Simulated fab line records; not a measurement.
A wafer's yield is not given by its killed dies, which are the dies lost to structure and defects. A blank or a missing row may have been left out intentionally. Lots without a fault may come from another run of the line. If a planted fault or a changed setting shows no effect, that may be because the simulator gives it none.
Matching of chambers | flow gf180mcu | GF_V5_CMP_26 on cmp-01 has 4 sister chambers
The step polishes, stops on SiO2, t overpolish 15 s, target thk 0 nm. 4 wafers are shown with their chamber, then 8 later ones without.

== WAFERS, EACH WITH ITS CHAMBER ==
wafer  | chamber | motor current A (A)
L736.2 | 0       | 11.5
L737.4 | 1       | 11.2
L739.6 | 2       | 10.6
L740.2 | 3       | 12.2

== WAFERS WITH NO CHAMBER GIVEN ==
wafer  | motor current A (A)
L740.4 | 10.9
L740.6 | 11.7
L741.2 | 10.8
L741.3 | 10.7
L741.5 | 11.2
L742.2 | 11.5
L742.3 | 12.1
L742.6 | 11.7

== CHAMBER TAKEN BY EACH ==
wafer  | from the rows above          | in truth
L740.4 | can't be placed: 1 or 2 or 0 | 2
L740.6 | can't be placed: 0 or 1 or 3 | 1
L741.2 | can't be placed: 2 or 1      | 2
L741.3 | 2                            | 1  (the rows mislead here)
L741.5 | can't be placed: 1 or 0      | 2
L742.2 | can't be placed: 0 or 1      | 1
L742.3 | 3                            | 3
L742.6 | can't be placed: 0 or 1 or 3 | 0
1 of 8 placed correctly. Cannot be placed on the basis of these rows: 6; the candidates contain the true chamber in 5. Number placed wrongly: 1.
How it was worked out, from the rows above alone: a wafer's distance from a chamber is the root of the sum, over the readings, of the square of ((its reading less the chamber's mean) divided by the reading's scatter). The wafer belongs to the nearest chamber; if the next one is less than 2 further off, it can't be placed. The mean given for a chamber averages the wafers shown for that chamber. The scatter: root of mean squared gap, hidden wafer to nearest shown wafer, with one shown wafer a chamber.
